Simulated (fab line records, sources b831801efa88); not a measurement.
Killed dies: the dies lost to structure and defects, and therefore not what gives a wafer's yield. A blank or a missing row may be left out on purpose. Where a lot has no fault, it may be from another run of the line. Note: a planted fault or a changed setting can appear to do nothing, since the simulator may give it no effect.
2 desks, one fault | flow sky130 | every desk sees just its own numbers, and what lay behind them comes last

TOOL OWNER'S DESK, krf-scanner-02
The tool's own readings at SKY_FIELD_ISO_EXPOSE_10 (exposes mask FOM, target cd 150 nm): means of the sampled wafers that have a number, for each lot that ran on this tool. Any lot whose mean is over 4 standard deviations away from the usual mean is out of limits and marked OUT; that distance is given in the brackets.
Columns: A = exposure-dose-mJ-cm2 at SKY_FIELD_ISO_EXPOSE_10, usual 27.993
lot  | first seen here | A
L711 | day 2 17:24     | 27.965
L715 | day 3 16:10     | 28.005
L718 | day 4 05:20     | 36.251 (+99 or more) OUT
L720 | day 4 16:26     | 34.596 (+99 or more) OUT
This desk's verdict: out of limits on L718, L720, starting with L718 at day 4 05:20 (exposure-dose-mJ-cm2 at SKY_FIELD_ISO_EXPOSE_10). L711, L715 stayed within limits.

THE METROLOGY DESK
What the gauges read, lot by lot, whatever tool the lot ran on: means of the sampled wafers that have a number. Any lot whose mean is over 4 standard deviations away from the usual mean is out of limits and marked OUT; that distance is given in the brackets.
Columns: A = cd-nm at SKY_FIELD_ISO_CD_MEAS_13, usual 149.7 nm
lot  | first seen here | A
L707 | day 2 05:01     | 149.7
L708 | day 2 10:01     | 148.3
L709 | day 2 16:19     | 148.6
L710 | day 2 22:06     | 149.0
L711 | day 3 00:41     | 150.0
L714 | day 3 18:37     | 150.1
L715 | day 3 23:46     | 149.3
L718 | day 4 12:58     | 97.3 (-40) OUT
L720 | day 5 01:29     | 107.4 (-33) OUT
L722 | day 5 10:32     | 152.8
L724 | day 5 22:55     | 150.7
L727 | day 6 14:03     | 150.3
L728 | day 6 18:03     | 150.3
L729 | day 7 00:14     | 151.0
This desk's verdict: out of limits on L718, L720, starting with L718 at day 4 12:58 (cd-nm at SKY_FIELD_ISO_CD_MEAS_13). L707, L708, L709, L710, L711, L714, L715, L722, L724, L727, L728, L729 stayed within limits.

ALL TOGETHER
The tool owner's desk could have raised an alarm at day 4 05:20, on L718, L720.
The metrology desk could have raised an alarm at day 4 12:58, on L718, L720.
The lots listed all ran SKY_FIELD_ISO_EXPOSE_10 on krf-scanner-02.

WHAT WAS PUT IN BY THE SIMULATOR
Process parameter drift: krf-scanner-02, from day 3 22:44 on, at SKY_FIELD_ISO_EXPOSE_10. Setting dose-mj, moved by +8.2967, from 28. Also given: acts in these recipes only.
Lots struck among those shown: L718, L720.
Delay (hours) between the fault's onset and each desk's first out-of-limits reading: 7 at the tool owner's desk, 14 at the metrology desk.
